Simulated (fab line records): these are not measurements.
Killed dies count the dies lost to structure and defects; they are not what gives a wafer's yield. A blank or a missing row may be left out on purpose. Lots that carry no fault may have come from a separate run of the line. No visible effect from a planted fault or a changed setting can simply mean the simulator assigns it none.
Which tool was responsible? | flow sky130 | Sampling: 24 lots, 72 wafers, 6 of 708 route steps

== WHAT THE GAUGES READ, wafer by wafer ==
SKY_VT_ADJUST_NCORE_CD_MEAS_07: target cd 380 nm. Usual: cd_nm at 380 nm, with a standard deviation of 3.1.
lot  | measured     | on        | cd_nm (nm)  | flag
L074 | day 8 11:19  | cd_sem-01 | 382 384 384 |
L075 | day 9 01:43  | cd_sem-01 | 380 376 376 |
L076 | day 9 04:52  | cd_sem-02 | 378 377 378 |
L077 | day 9 08:44  | cd_sem-01 | 380 383 381 |
L078 | day 9 18:16  | cd_sem-02 | 378 379 379 |
L079 | day 10 02:23 | cd_sem-01 | 374 379 376 |
L080 | day 10 09:29 | cd_sem-01 | 377 378 379 |
L081 | day 10 17:29 | cd_sem-02 | 383 384 383 |
L082 | day 10 22:16 | cd_sem-02 | 380 382 379 |
L083 | day 11 10:41 | cd_sem-01 | 381 379 378 |
L084 | day 11 14:17 | cd_sem-01 | 376 377 376 |
L085 | day 11 18:46 | cd_sem-01 | 379 379 381 |
L086 | day 12 03:38 | cd_sem-01 | 377 378 376 |
L087 | day 12 06:53 | cd_sem-01 | 382 385 382 |
L088 | day 12 17:59 | cd_sem-02 | 382 383 382 |
L089 | day 12 23:18 | cd_sem-01 | 384 379 381 |
L090 | day 13 08:16 | cd_sem-01 | 379 379 379 |
L091 | day 13 11:23 | cd_sem-01 | 384 381 385 |
L092 | day 13 19:01 | cd_sem-01 | 374 375 375 |
L093 | day 14 02:01 | cd_sem-01 | 381 381 382 |
L094 | day 14 08:04 | cd_sem-02 | 384 381 380 |
L095 | day 14 14:58 | cd_sem-02 | 378 378 379 |
L096 | day 15 02:31 | cd_sem-02 | 387 385 384 |
L097 | day 15 12:55 | cd_sem-02 | 378 379 377 |

SKY_VIA3_THK_MEAS_01. Usual: for VIA3_HDPCVD_THK the level is 1639 nm and the standard deviation is 17.
lot  | measured     | on            | VIA3_HDPCVD_THK (nm) | flag
L074 | day 38 04:47 | film_metro-04 | 1641 1610 1606       |
L075 | day 38 23:02 | film_metro-02 | 1618 1617 1612       |
L076 | day 39 01:54 | film_metro-03 | 1636 1625 1625       |
L077 | day 39 08:25 | film_metro-03 | 1645 1634 1621       |
L078 | day 39 15:58 | film_metro-03 | 1626 1652 1634       |
L079 | day 40 03:07 | film_metro-04 | 1638 1629 1626       |
L080 | day 41 06:35 | film_metro-02 | 1663 1658 1658       |
L081 | day 41 06:09 | film_metro-04 | 1655 1650 1682       |
L082 | day 41 05:56 | film_metro-02 | 1641 1664 1650       |
L083 | day 41 08:26 | film_metro-03 | 1645 1627 1625       |
L084 | day 41 13:16 | film_metro-03 | 1654 1660 1639       |
L085 | day 41 17:45 | film_metro-04 | 1631 1610 1638       |
L086 | day 42 00:53 | film_metro-02 | 1643 1607 1614       |
L087 | day 42 06:34 | film_metro-03 | 1617 1608 1624       |
L088 | day 42 11:50 | film_metro-04 | 1613 1668 1635       |
L089 | day 42 19:33 | film_metro-03 | 1635 1636 1660       |
L090 | day 43 08:59 | film_metro-03 | 1642 1633 1622       |
L091 | day 43 13:44 | film_metro-03 | 1647 1651 1644       |
L092 | day 43 14:05 | film_metro-03 | 1647 1613 1645       |
L093 | day 44 06:15 | film_metro-03 | 1622 1613 1622       |
L094 | day 44 08:50 | film_metro-02 | 1638 1636 1650       |
L095 | day 44 11:42 | film_metro-02 | 1648 1654 1667       |
L096 | day 44 14:50 | film_metro-02 | 1677 1658 1665       |
L097 | day 46 03:59 | film_metro-02 | 1649 1654 1645       |

SKY_METAL5_THK_MEAS_06: measures by xrf. Usual: for METAL5_ALCU_THK the level is 1134 nm and the standard deviation is 14.
lot  | measured     | on            | METAL5_ALCU_THK (nm) | flag
L074 | day 42 13:22 | film_metro-03 | 1125 1138 1145       |
L075 | day 42 23:32 | film_metro-03 | 1136 1129 1135       |
L076 | day 43 02:22 | film_metro-01 | 1124 1129 1128       |
L077 | day 43 10:43 | film_metro-01 | 1107 1118 1127       |
L078 | day 43 15:41 | film_metro-03 | 1152 1139 1142       |
L079 | day 44 03:10 | film_metro-03 | 1127 1152 1135       |
L080 | day 45 07:57 | film_metro-03 | 1163 1171 1154       |
L081 | day 45 07:20 | film_metro-03 | 1150 1131 1145       |
L082 | day 45 05:46 | film_metro-01 | 1145 1146 1139       |
L083 | day 45 12:53 | film_metro-01 | 1115 1126 1127       |
L084 | day 45 14:23 | film_metro-03 | 1146 1127 1146       |
L085 | day 45 16:14 | film_metro-03 | 1121 1115 1129       |
L086 | day 45 22:31 | film_metro-03 | 1142 1145 1136       |
L087 | day 46 05:59 | film_metro-01 | 1120 1130 1113       |
L088 | day 46 09:26 | film_metro-01 | 1125 1111 1123       |
L089 | day 46 15:19 | film_metro-03 | 1104 1112 1109       |
L090 | day 47 06:11 | film_metro-03 | 1129 1145 1140       |
L091 | day 47 10:59 | film_metro-02 | 1143 1126 1145       |
L092 | day 47 11:17 | film_metro-03 | 1131 1128 1107       |
L093 | day 47 22:02 | film_metro-01 | 1121 1104 1114       |
L094 | day 48 01:43 | film_metro-02 | 1127 1131 1137       |
L095 | day 48 04:17 | film_metro-02 | 1137 1150 1153       |
L096 | day 48 07:21 | film_metro-03 | 1170 1149 1154       |
L097 | day 49 13:03 | film_metro-03 | 1143 1138 1134       |

== EACH LOT AND THE TOOL THAT RAN IT (in order: tool; ch and the chambers of the sampled wafers; start) ==
lot  | SKY_METAL4_SPUTTER_03        | SKY_CAP2M_STRIP_14                   | SKY_METAL4_METAL_ETCH_18
L074 | pvd_sputter-04, day 39 07:56 | plasma_asher-04 ch 0,1, day 40 08:42 | rie_metal-02 ch 0,1, day 41 07:55
L075 | pvd_sputter-03, day 40 01:13 | plasma_asher-02 ch 0, day 41 01:39   | rie_metal-02 ch 0,1, day 41 22:13
L076 | pvd_sputter-02, day 40 04:13 | plasma_asher-02 ch 0,1, day 41 04:26 | rie_metal-02 ch 0,1, day 42 01:22
L077 | pvd_sputter-04, day 40 10:52 | plasma_asher-02 ch 0,1, day 41 09:12 | rie_metal-02 ch 0,1, day 42 08:50
L078 | pvd_sputter-03, day 40 18:13 | plasma_asher-04 ch 0,1, day 41 14:52 | rie_metal-04 ch 0,1, day 42 14:34
L079 | pvd_sputter-03, day 41 05:07 | plasma_asher-03 ch 0,1, day 42 02:43 | rie_metal-02 ch 0,1, day 43 02:07
L080 | pvd_sputter-02, day 42 08:07 | plasma_asher-04 ch 0,1, day 43 06:44 | rie_metal-03 ch 0,1, day 44 06:28
L081 | pvd_sputter-02, day 42 07:00 | plasma_asher-03 ch 0,1, day 43 06:19 | rie_metal-04 ch 0,1, day 44 05:58
L082 | pvd_sputter-04, day 42 06:50 | plasma_asher-04 ch 1, day 43 05:41   | rie_metal-02 ch 1, day 44 04:59
L083 | pvd_sputter-02, day 42 13:16 | plasma_asher-04 ch 0,1, day 43 12:17 | rie_metal-04 ch 0,1, day 44 11:44
L084 | pvd_sputter-02, day 42 15:23 | plasma_asher-04 ch 0,1, day 43 13:59 | rie_metal-02 ch 0,1, day 44 13:32
L085 | pvd_sputter-04, day 42 18:57 | plasma_asher-04 ch 0,1, day 43 16:53 | rie_metal-02 ch 0,1, day 44 15:37
L086 | pvd_sputter-02, day 43 00:17 | plasma_asher-03 ch 0,1, day 43 22:40 | rie_metal-04 ch 0,1, day 44 21:53
L087 | pvd_sputter-03, day 43 07:31 | plasma_asher-04 ch 0,1, day 44 06:33 | rie_metal-03 ch 0,1, day 45 05:40
L088 | pvd_sputter-04, day 43 12:26 | plasma_asher-04 ch 0,1, day 44 11:12 | rie_metal-04 ch 1, day 45 09:55
L089 | pvd_sputter-04, day 43 19:49 | plasma_asher-02 ch 0,1, day 44 18:09 | rie_metal-04 ch 0,1, day 45 15:22
L090 | pvd_sputter-04, day 44 09:53 | plasma_asher-03 ch 0,1, day 45 08:41 | rie_metal-02 ch 1, day 46 06:26
L091 | pvd_sputter-04, day 44 15:08 | plasma_asher-04 ch 0,1, day 45 12:55 | rie_metal-02 ch 0,1, day 46 10:22
L092 | pvd_sputter-03, day 44 15:47 | plasma_asher-04 ch 0,1, day 45 13:48 | rie_metal-03 ch 0,1, day 46 11:19
L093 | pvd_sputter-04, day 45 06:14 | plasma_asher-04 ch 0,1, day 46 03:10 | rie_metal-03 ch 0,1, day 46 23:55
L094 | pvd_sputter-03, day 45 08:55 | plasma_asher-02 ch 0,1, day 46 06:22 | rie_metal-04 ch 0,1, day 47 03:32
L095 | pvd_sputter-02, day 45 11:54 | plasma_asher-02 ch 0,1, day 46 07:54 | rie_metal-03 ch 0,1, day 47 04:34
L096 | pvd_sputter-04, day 45 14:27 | plasma_asher-03 ch 0,1, day 46 11:05 | rie_metal-03 ch 0,1, day 47 07:47
L097 | pvd_sputter-03, day 47 01:55 | plasma_asher-03 ch 0,1, day 47 22:14 | rie_metal-03 ch 0,1, day 48 17:04
- SKY_METAL4_SPUTTER_03: material Ti, target thk 5 nm, time 3.3 s.
- SKY_CAP2M_STRIP_14: strips in O2/N2.
- SKY_METAL4_METAL_ETCH_18: etches the open film in Cl2/BCl3, stops on SiO2, target depth 845 nm, time 183.1 s.

== WHAT THE TOOLS THEMSELVES READ (means of the sampled wafers that have a number; where no wafer has one, the mark that the record gives instead) ==
SKY_METAL4_SPUTTER_03. Usual: cathode_dc_power_W 2999.9 W, standard deviation 0.52; throttle_valve_pct 30.0 %, standard deviation 1.1.
lot  | tool           | cathode_dc_power_W (W) | throttle_valve_pct (%) | flag
L074 | pvd_sputter-04 | 2999.7                 | 31.4                   |
L075 | pvd_sputter-03 | 2999.9                 | 29.2                   |
L076 | pvd_sputter-02 | 3000.2                 | 29.9                   |
L077 | pvd_sputter-04 | 2999.4                 | 30.9                   |
L078 | pvd_sputter-03 | 3000.1                 | 29.1                   |
L079 | pvd_sputter-03 | 2999.8                 | 29.1                   |
L080 | pvd_sputter-02 | 2999.8                 | 29.8                   |
L081 | pvd_sputter-02 | 2999.9                 | 29.9                   |
L082 | pvd_sputter-04 | 2999.5                 | 30.9                   |
L083 | pvd_sputter-02 | 3000.1                 | 29.8                   |
L084 | pvd_sputter-02 | 3000.0                 | 29.7                   |
L085 | pvd_sputter-04 | 2999.5                 | 30.1                   |
L086 | pvd_sputter-02 | 3000.3                 | 30.0                   |
L087 | pvd_sputter-03 | 2999.6                 | 29.0                   |
L088 | pvd_sputter-04 | 3000.0                 | 30.1                   |
L089 | pvd_sputter-04 | 3000.2                 | 31.4                   |
L090 | pvd_sputter-04 | 3000.3                 | 30.7                   |
L091 | pvd_sputter-04 | 3000.2                 | 31.5                   |
L092 | pvd_sputter-03 | 3000.2                 | 28.9                   |
L093 | pvd_sputter-04 | 2999.9                 | 30.9                   |
L094 | pvd_sputter-03 | 2999.9                 | 29.4                   |
L095 | pvd_sputter-02 | 2999.5                 | 29.9                   |
L096 | pvd_sputter-04 | 3000.2                 | 31.3                   |
L097 | pvd_sputter-03 | 2999.6                 | 29.4                   |

SKY_CAP2M_STRIP_14. Usual: drypump_motor_current_A 5.8 A, standard deviation 0.37; oes_product_au 0.710 a.u., standard deviation 0.0046; strip_time_to_endpoint_s 12.69 s, standard deviation 0.036.
lot  | tool            | drypump_motor_current_A (A) | oes_product_au (a.u.) | strip_time_to_endpoint_s (s) | flag
L074 | plasma_asher-04 | 5.7                         | 0.713                 | 12.68                        |
L075 | plasma_asher-02 | 6.1                         | 0.710                 | 12.69                        |
L076 | plasma_asher-02 | 6.2                         | 0.709                 | 12.69                        |
L077 | plasma_asher-02 | 6.2                         | 0.707                 | 12.66                        |
L078 | plasma_asher-04 | 5.7                         | 0.705                 | 12.67                        |
L079 | plasma_asher-03 | 6.1                         | 0.717                 | 12.69                        |
L080 | plasma_asher-04 | 5.7                         | 0.710                 | 12.68                        |
L081 | plasma_asher-03 | 5.8                         | 0.707                 | 12.68                        |
L082 | plasma_asher-04 | 5.3                         | 0.710                 | 12.66                        |
L083 | plasma_asher-04 | 5.7                         | 0.708                 | 12.72                        |
L084 | plasma_asher-04 | 5.5                         | 0.707                 | 12.70                        |
L085 | plasma_asher-04 | 5.5                         | 0.710                 | 12.69                        |
L086 | plasma_asher-03 | 5.9                         | 0.708                 | 12.71                        |
L087 | plasma_asher-04 | 5.7                         | 0.707                 | 12.63                        |
L088 | plasma_asher-04 | 5.5                         | 0.708                 | 12.73                        |
L089 | plasma_asher-02 | 6.2                         | 0.708                 | 12.74                        |
L090 | plasma_asher-03 | 5.8                         | 0.711                 | 12.71                        |
L091 | plasma_asher-04 | 5.7                         | 0.710                 | 12.69                        |
L092 | plasma_asher-04 | 5.5                         | 0.713                 | 12.70                        |
L093 | plasma_asher-04 | 5.7                         | 0.711                 | 12.66                        |
L094 | plasma_asher-02 | 6.2                         | 0.714                 | 12.70                        |
L095 | plasma_asher-02 | 6.1                         | 0.706                 | 12.75                        |
L096 | plasma_asher-03 | 5.8                         | 0.707                 | 12.67                        |
L097 | plasma_asher-03 | 6.1                         | 0.711                 | 12.75                        |

SKY_METAL4_METAL_ETCH_18. Usual: drypump_motor_current_A 5.5 A, standard deviation 0.46; oes_product_au 0.874 a.u., standard deviation 0.0061; throttle_valve_pct 22.265 %, standard deviation 0.0096.
lot  | tool         | drypump_motor_current_A (A) | oes_product_au (a.u.) | throttle_valve_pct (%) | flag
L074 | rie_metal-02 | 5.2                         | 0.874                 | 22.258                 |
L075 | rie_metal-02 | 5.2                         | 0.872                 | 22.260                 |
L076 | rie_metal-02 | 5.2                         | 0.877                 | 22.266                 |
L077 | rie_metal-02 | 5.2                         | 0.867                 | 22.267                 |
L078 | rie_metal-04 | 6.2                         | 0.869                 | 22.268                 |
L079 | rie_metal-02 | 5.2                         | 0.868                 | 22.264                 |
L080 | rie_metal-03 | 5.2                         | 0.872                 | 22.260                 |
L081 | rie_metal-04 | 6.2                         | 0.882                 | 22.273                 |
L082 | rie_metal-02 | 5.1                         | 0.875                 | 22.260                 |
L083 | rie_metal-04 | 6.2                         | 0.870                 | 22.258                 |
L084 | rie_metal-02 | 5.2                         | 0.882                 | 22.263                 |
L085 | rie_metal-02 | 5.2                         | 0.871                 | 22.265                 |
L086 | rie_metal-04 | 6.2                         | 0.873                 | 22.272                 |
L087 | rie_metal-03 | 5.2                         | 0.873                 | 22.259                 |
L088 | rie_metal-04 | 6.3                         | 0.869                 | 22.267                 |
L089 | rie_metal-04 | 6.2                         | 0.878                 | 22.259                 |
L090 | rie_metal-02 | 5.1                         | 0.871                 | 22.261                 |
L091 | rie_metal-02 | 5.3                         | 0.877                 | 22.262                 |
L092 | rie_metal-03 | 5.2                         | 0.871                 | 22.271                 |
L093 | rie_metal-03 | 5.2                         | 0.876                 | 22.263                 |
L094 | rie_metal-04 | 6.2                         | 0.877                 | 22.272                 |
L095 | rie_metal-03 | 5.2                         | 0.874                 | 22.264                 |
L096 | rie_metal-03 | 5.4                         | 0.880                 | 22.262                 |
L097 | rie_metal-03 | 5.4                         | 0.875                 | 22.263                 |

== THE ANSWER, worked out from the rows above alone ==
Rule: a lot is off if the mean of its wafers that have a number lies more than 3 standard deviations from the usual mean. A lot without any number at a reading at which 4 lots or more have one is off too. Any other lot the step has rows for is counted as sound. Order of review: gauges by route order, followed by the tools' own readings, for which a lot's mean as printed above is used. The first step at which some lot is off is used, and at that step the reading that is off furthest; a lot without a number counts as furthest.
Across all readings shown, no lot is off: no conclusion can be drawn from this.

== WHAT HAD BEEN PUT IN BY THE SIMULATOR ==
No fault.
